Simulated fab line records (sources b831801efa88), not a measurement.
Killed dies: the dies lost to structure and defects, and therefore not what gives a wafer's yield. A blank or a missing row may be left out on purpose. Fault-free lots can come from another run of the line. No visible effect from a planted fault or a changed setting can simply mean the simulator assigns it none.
Comparing a struck lot with a sound one + flow sky130 + 30 steps out of a route of 708
Sound: these wafers, L940.1, L940.2, L940.4. The struck wafers were L955.1, L955.4, L955.5. The cause is given at the end.
Each step with rows lists, per side, the tool, then ch with its chambers, then its first start. Under that, the readings that differ: sound wafers + struck wafers + difference of the means + sigmas: that difference in standard deviations of wafers without a fault.
alike: readings whose means differ by less than 2 such deviations, and words and numbers that are the same on both sides. not compared: withheld readings, readings that some wafer has no value for, bounds like >300 that may hide the same value, and numbers for which the record gives no deviation and whose values overlap.
Wherever a step has rows on one side only, a row that says differs or no value, or a row with sigmas, the two part there. Numbers that have no deviation but don't overlap get no sigmas and don't part them. A reading that every wafer of one side lacks parts them only if that side has two wafers or more.

first, 3 steps without rows for these wafers: SKY_VIA1_STRIP_17 (strips in post etch residue remover, time 1200 s); SKY_VIA1_CLEAN_18 (cleans in IPA, time 180 s); SKY_VIA1_CLEAN_19 (cleans in O3/DIW).
SKY_VIA1_SPUTTER_20: material TiN, target thk 20 nm, time 80 s.
  sound on pvd sputter-01 at day 34 18:10; struck on pvd sputter-01 at day 39 04:48
  alike: throttle valve pct
SKY_VIA1_CVD_21: deposits W, target thk 270 nm, time 80.902 s.
  sound on cvd w-01 ch 0,1, day 34 18:14; struck on cvd w-01 ch 0, day 39 04:52
  alike: heater power w
SKY_VIA1_RS_MEAS_22: measurement is done with a four-point probe.
  sound on film metro-03 at day 34 18:20; struck on film metro-02 at day 39 04:57
  alike: VIA1_W_RS
SKY_VIA1_THK_MEAS_23: measures by xrf.
  sound on film metro-03 at day 34 18:27; struck on film metro-02 at day 39 05:04
  alike: VIA1_W_THK
SKY_VIA1_CMP_24: polishes, stops on SiO2, t overpolish 15 s, target thk 0 nm.
  sound on cmp-02 ch 1,2,3, day 34 18:34; struck on cmp-02 ch 0,2, day 39 05:08
  alike: motor current A, overpolish run s, time to endpoint s
then, 4 steps without rows for these wafers: SKY_METAL2_SPUTTER_00 (material Ti, target thk 15 nm, time 10 s); SKY_METAL2_SPUTTER_01 (material TiN, target thk 20 nm, time 16.7 s); SKY_METAL2_SPUTTER_02 (material AlCu, target thk 250 nm, time 13.3 s); SKY_METAL2_SPUTTER_03 (material Ti, target thk 5 nm, time 3.3 s).
SKY_METAL2_SPUTTER_04: material TiN, target thk 70 nm, time 58.3 s.
  sound on pvd sputter-01 at day 34 18:54; struck on pvd sputter-01 at day 39 05:31
  alike: throttle valve pct
SKY_METAL2_RS_MEAS_05: measurement is done with a four-point probe.
  sound on film metro-01 at day 34 18:57; struck on film metro-01 at day 39 05:34
  alike: METAL2_ALCU_RS
SKY_METAL2_THK_MEAS_06: measures by xrf.
  sound on film metro-01 at day 34 19:04; struck on film metro-01 at day 39 05:41
| reading              | sound       | struck      | difference | sigmas |
|----------------------|-------------|-------------|------------|--------|
| METAL2_ALCU_THK (nm) | 253 253 253 | 262 262 266 | +10        | +3     |
then, 8 steps without rows for these wafers: SKY_METAL2_DEHYDRATE_07 (time 60 s); SKY_METAL2_HMDS_08 (prime time 60 s); SKY_METAL2_COAT_09 (resist thk 60 nm); SKY_METAL2_COAT_10 (resist thk 450 nm); SKY_METAL2_SOFTBAKE_11 (time 90 s); SKY_METAL2_EXPOSE_12 (exposes mask MM2, target cd 140 nm); SKY_METAL2_PEB_13; SKY_METAL2_DEVELOP_14 (develop time 60 s).
SKY_METAL2_CD_MEAS_15: the cd target is 140 nm.
  sound on cd sem-02 at day 35 22:07; struck on cd sem-01 at day 40 06:13
| reading    | sound             | struck            | difference | sigmas |
|------------|-------------------|-------------------|------------|--------|
| cd nm (nm) | 140.7 141.6 140.6 | 138.8 138.3 137.4 | -2.8       | -2     |
SKY_METAL2_OVL_MEAS_16:
  sound on overlay-02 at day 35 22:14; struck on overlay-02 at day 40 06:20
  alike: METAL2_OVL
SKY_METAL2_DESCUM_17: chemistry O2, time 8 s.
  sound on rie metal-02 ch 0,1, day 35 22:16; struck on rie metal-01 ch 0,1, day 40 06:23
  alike: chamber pressure mTorr, drypump motor current A, oes product au, rf fwd power W
  not compared: rf hours counter h
then, 1 step without rows for these wafers: SKY_METAL2_ETCH_18 (etches BARC in N2/H2, stops on SiO2, time 45.9 s, target depth 60 nm).
SKY_METAL2_METAL_ETCH_19: etches the open film in Cl2/BCl3, stops on SiO2, target depth 360 nm, time 78 s.
  sound on rie metal-02 ch 0,1, day 35 22:22; struck on rie metal-01 ch 0,1, day 40 06:28
| reading               | sound             | struck            | difference | sigmas |
|-----------------------|-------------------|-------------------|------------|--------|
| oes product au (a.u.) | 0.849 0.857 0.859 | 0.840 0.839 0.841 | -0.015     | -3     |
  alike: bcl3 flow sccm, chamber pressure mTorr, drypump motor current A, rf fwd power W, throttle valve pct
  not compared: rf hours counter h
SKY_METAL2_STRIP_20: strips in O2/N2.
  sound on plasma asher-03 ch 0,1, day 35 22:27; struck on plasma asher-02 ch 0,1, day 40 06:34
  alike: chamber pressure mTorr, drypump motor current A, oes product au, strip time to endpoint s
  not compared: rf hours counter h
-- the record jumps here: 9 days lie between the struck wafers' starts before and after (it left off in module METAL2 and takes up again in module PAD_OPEN, whose first step shown is number 708 of the route) --
SKY_PAD_OPEN_PROBE_99:
  rows exist in the record for the struck wafers here (prober-02, day 49 15:56), but not for the sound ones

WHERE THEY PART
At SKY_METAL2_THK_MEAS_06 first; at SKY_PAD_OPEN_PROBE_99 last (within this record only).

WHY: what had been put in by the simulator
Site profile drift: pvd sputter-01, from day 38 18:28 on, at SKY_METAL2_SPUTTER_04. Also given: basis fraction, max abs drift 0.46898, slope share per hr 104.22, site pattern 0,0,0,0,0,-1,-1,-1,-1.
